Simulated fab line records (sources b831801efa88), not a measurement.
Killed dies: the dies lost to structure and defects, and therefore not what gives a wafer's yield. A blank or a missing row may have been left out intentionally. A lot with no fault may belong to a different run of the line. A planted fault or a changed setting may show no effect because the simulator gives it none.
The tool behind it: which one?	flow sky130	39 wafers from 13 lots sampled at 3 of the route's 708 steps

WHAT THE GAUGES READ, wafer by wafer
SKY_VT_ADJUST_NCORE_TW_MEAS_11.
lot	measured	on	VT_ADJUST_NCORE_TW
L955	day 8 22:01	film metro-02	221.1 222.1 222.4
L957	day 9 09:52	film metro-03	220.9 221.2 221.2
L956	day 9 11:37	film metro-03	220.4 220.6 219.2
L959	day 10 03:49	film metro-02	222.6 223.1 221.8
L961	day 10 15:06	film metro-02	221.7 221.9 222.6
L962	day 11 01:44	film metro-03	221.3 220.4 222.1
L963	day 11 04:04	film metro-02	221.6 221.5 221.0
L966	day 12 03:06	film metro-04	218.9 219.0 218.8
L967	day 12 10:30	film metro-04	219.3 218.5 219.0
L968	day 12 16:49	film metro-02	222.1 221.9 222.0
L969	day 13 02:22	film metro-03	30.2 30.1 30.2
L975	day 14 18:04	film metro-02	219.1 221.0 219.5
L978	day 15 18:01	film metro-03	219.8 219.6 218.9

TOOL THAT RAN EACH LOT (tool first, then ch and the chambers of the sampled wafers, then the start)
lot	SKY_VT_ADJUST_LVTN_STRIP_20	SKY_VT_ADJUST_NCORE_STRIP_10
L955	plasma asher-01 ch 0,1, day 8 00:14	plasma asher-02 ch 0,1, day 8 21:55
L957	plasma asher-02 ch 0,1, day 8 11:22	plasma asher-04 ch 0,1, day 9 09:46
L956	plasma asher-03 ch 0,1, day 8 13:38	plasma asher-03 ch 0,1, day 9 11:31
L959	plasma asher-02 ch 0, day 9 05:08	plasma asher-03 ch 0,1, day 10 03:43
L961	plasma asher-01 ch 0,1, day 9 15:02	plasma asher-02 ch 0,1, day 10 15:00
L962	plasma asher-02 ch 0,1, day 10 02:08	plasma asher-03 ch 0,1, day 11 01:38
L963	plasma asher-03 ch 0,1, day 10 04:13	plasma asher-04 ch 0,1, day 11 03:58
L966	plasma asher-03 ch 0,1, day 11 03:25	plasma asher-03 ch 0,1, day 12 03:00
L967	plasma asher-02 ch 0,1, day 11 10:14	plasma asher-03 ch 0,1, day 12 10:25
L968	plasma asher-02 ch 1, day 11 16:29	plasma asher-04 ch 0,1, day 12 16:43
L969	plasma asher-02 ch 0,1, day 12 01:20	plasma asher-02 ch 0,1, day 13 02:16
L975	plasma asher-01 ch 0,1, day 13 15:44	plasma asher-04 ch 0,1, day 14 17:58
L978	plasma asher-01 ch 1, day 14 13:48	plasma asher-03 ch 0,1, day 15 17:55
- SKY_VT_ADJUST_LVTN_STRIP_20: strips in O2/N2.
- SKY_VT_ADJUST_NCORE_STRIP_10: strips in O2/N2.

AS READ BY THE TOOLS THEMSELVES (means over the sampled wafers that have a number; for cases with no such wafer, the mark the record gives instead)
SKY_VT_ADJUST_LVTN_STRIP_20.
lot	tool	drypump motor current A (A)	oes product au (a.u.)	strip time to endpoint s (s)
L955	plasma asher-01	5.4	0.718	14.09
L957	plasma asher-02	6.0	0.718	14.11
L956	plasma asher-03	5.3	0.716	14.10
L959	plasma asher-02	6.0	0.718	14.25
L961	plasma asher-01	5.4	0.715	14.12
L962	plasma asher-02	6.1	0.715	14.20
L963	plasma asher-03	5.3	0.716	14.15
L966	plasma asher-03	5.3	0.719	14.17
L967	plasma asher-02	6.0	0.717	14.18
L968	plasma asher-02	6.1	0.719	14.17
L969	plasma asher-02	6.0	0.909	-
L975	plasma asher-01	5.7	0.715	14.23
L978	plasma asher-01	5.1	0.714	14.12

SKY_VT_ADJUST_NCORE_STRIP_10.
lot	tool	drypump motor current A (A)	oes product au (a.u.)	strip time to endpoint s (s)
L955	plasma asher-02	6.1	0.713	14.24
L957	plasma asher-04	5.8	0.713	14.15
L956	plasma asher-03	5.4	0.717	14.20
L959	plasma asher-03	5.3	0.709	14.18
L961	plasma asher-02	6.1	0.709	14.22
L962	plasma asher-03	5.3	0.717	14.11
L963	plasma asher-04	5.8	0.711	14.10
L966	plasma asher-03	5.3	0.721	14.16
L967	plasma asher-03	5.3	0.712	14.15
L968	plasma asher-04	5.9	0.714	14.22
L969	plasma asher-02	6.0	0.717	25.78
L975	plasma asher-04	5.6	0.714	14.25
L978	plasma asher-03	5.3	0.716	14.19

THE ANSWER, worked out from the rows above alone
Rule: usual is defined by the lots themselves. The widest of any qualifying gaps counts: lots, ordered by their means at a reading, are off when they make up no more than a third of the lots, leave a main group of 4 or more, and stand apart from it by 3 or more times the standard deviation of that group's means. A main group whose means are all the same, to the digits that the tables above print for the reading, isn't used. Also off: a lot with no number at a reading for which 4 or more lots have one. Any other lot the step has rows for is counted as sound. First the gauges in route order, then the tools' own readings, where a lot's mean is used as printed above. The first step at which some lot is off is used, and at that step the reading that is off furthest; a lot without a number counts as furthest.
Off: at SKY_VT_ADJUST_NCORE_TW_MEAS_11 (VT_ADJUST_NCORE_TW), L969. For the main group the mean is 220.8 and the standard deviation 1.2.
A tool fits if, at a process step before that reading, it ran every lot that is off, and no sound lot after the first of them. The gauges at SKY_VT_ADJUST_NCORE_TW_MEAS_11 aren't tried: what is off there is off at SKY_VT_ADJUST_LVTN_STRIP_20 too, on other tools, and a gauge's error can't cause that. One candidate fits, namely plasma asher-02 at SKY_VT_ADJUST_LVTN_STRIP_20 and SKY_VT_ADJUST_NCORE_STRIP_10. At SKY_VT_ADJUST_LVTN_STRIP_20 its last sound lot is L968 (day 11 16:29), its first lot that is off L969 (day 12 01:20): a fault that began between those two fits.
On the lots that are off, the tool's own readings at SKY_VT_ADJUST_LVTN_STRIP_20 differ by more than 5 times the standard deviation of the sound lots' means, which bears it out; oes product au reads 0.909 a.u. there versus 0.717 a.u. on the sound lots.
Blank at SKY_VT_ADJUST_LVTN_STRIP_20 on the lots that are off, where sound lots have numbers: strip time to endpoint s.

WHAT WAS PUT IN BY THE SIMULATOR
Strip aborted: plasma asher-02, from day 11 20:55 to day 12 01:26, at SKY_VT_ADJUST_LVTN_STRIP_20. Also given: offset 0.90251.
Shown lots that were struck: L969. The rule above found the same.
